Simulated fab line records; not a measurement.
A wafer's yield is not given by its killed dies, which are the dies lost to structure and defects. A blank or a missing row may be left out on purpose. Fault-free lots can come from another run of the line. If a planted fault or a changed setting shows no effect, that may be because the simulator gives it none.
Check of tool commonality | flow gf180mcu | 39 wafers sampled across 13 lots

REASON IT WAS OPENED
GF_HV_LDD_TW_MEAS_23, reading HV_LDD_2_TW: flagged on 2 of 13 lots. Fault-free wafers read 1062, with a standard deviation of 13.
Rule: flag the lot when none of its wafers has a number, or when each of its wafers that has one lies beyond 4 standard deviations from that mean. The other lots count as sound.

lot  | measured     | on           | HV_LDD_2_TW, wafer by wafer | flag
L202 | day 11 01:41 | filmMetro-03 | 1049 1038 1048              | 
L204 | day 11 22:04 | filmMetro-02 | 1066 1070 1057              | 
L203 | day 11 22:22 | filmMetro-03 | 1053 1050 1047              | 
L205 | day 12 10:43 | filmMetro-02 | 1053 1051 1057              | 
L206 | day 12 12:48 | filmMetro-04 | 1081 1083 1079              | 
L207 | day 12 20:13 | filmMetro-02 | 1053 1053 1052              | 
L209 | day 13 07:15 | filmMetro-02 | 1062 1060 1061              | 
L210 | day 13 08:52 | filmMetro-04 | 1081 1084 1078              | 
L214 | day 14 14:25 | filmMetro-04 | 1080 1074 1082              | 
L215 | day 14 14:31 | filmMetro-02 | 1060 1057 1054              | 
L216 | day 14 23:42 | filmMetro-02 | 1064 1058 1061              | 
L217 | day 15 07:37 | filmMetro-02 | 980 975 981                 | FLAGGED
L218 | day 15 19:23 | filmMetro-03 | 976 978 976                 | FLAGGED
Average over the flagged lots: 978; offset from the usual -84, equal to -6 standard deviations.

WHICH TOOL RAN EACH LOT
The record holds 1 process step before the reading, out of a route of 602 steps. Each cell gives the tool, then ch followed by the chambers the sampled wafers passed through, then the start.
lot  | flag    | GF_HV_LDD_IMPLANT_21
L202 |         | implanter-04 ch 0, day 11 01:26
L204 |         | implanter-01 ch 0, day 11 21:50
L203 |         | implanter-01 ch 0, day 11 22:08
L205 |         | implanter-01 ch 0, day 12 10:29
L206 |         | implanter-01 ch 0, day 12 12:34
L207 |         | implanter-01 ch 0, day 12 19:59
L209 |         | implanter-04 ch 0, day 13 07:00
L210 |         | implanter-01 ch 0, day 13 08:37
L214 |         | implanter-04 ch 0, day 14 14:10
L215 |         | implanter-01 ch 0, day 14 14:16
L216 |         | implanter-04 ch 0, day 14 23:27
L217 | FLAGGED | implanter-01 ch 0, day 15 07:24
L218 | FLAGGED | implanter-01 ch 0, day 15 19:10
What the steps here do:
- GF_HV_LDD_IMPLANT_21
- GF_HV_LDD_TW_MEAS_23

FLAGGED AGAINST TOTAL, ONE TOOL AT A TIME (gauges that did the reading follow at the end)
step                 | tool         | lots run | flagged | share of the flagged lots | sound lots run after its first flagged lot
GF_HV_LDD_IMPLANT_21 | implanter-01 | 9        | 2       | all                       | 0
GF_HV_LDD_IMPLANT_21 | implanter-04 | 4        | 0       | none                      | -
GF_HV_LDD_TW_MEAS_23 | filmMetro-02 | 7        | 1       | some                      | 0
GF_HV_LDD_TW_MEAS_23 | filmMetro-03 | 3        | 1       | some                      | 0
GF_HV_LDD_TW_MEAS_23 | filmMetro-04 | 3        | 0       | none                      | -

WHAT IS ALLOWED BY THE TABLE
In the table, 1 row covers all flagged lots: implanter-01 at GF_HV_LDD_IMPLANT_21.
- implanter-01 at GF_HV_LDD_IMPLANT_21 ran 9 lots, 2 of them flagged. A fault beginning between L215 (day 14 14:16), its last sound lot, and L217 (day 15 07:24), its first flagged one, fits the data. Its own readings lie more than 4 standard deviations out on every wafer of the flagged lots: doseIonsCm2, faradayCurrentUA.
One tool is left: implanter-01 at GF_HV_LDD_IMPLANT_21.

WHAT THE SIMULATOR PUT IN
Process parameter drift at GF_HV_LDD_IMPLANT_21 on implanter-01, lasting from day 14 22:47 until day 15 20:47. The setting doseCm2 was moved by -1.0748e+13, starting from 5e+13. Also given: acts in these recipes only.
Lots struck among those shown: L217, L218. The rule above reached the same finding.
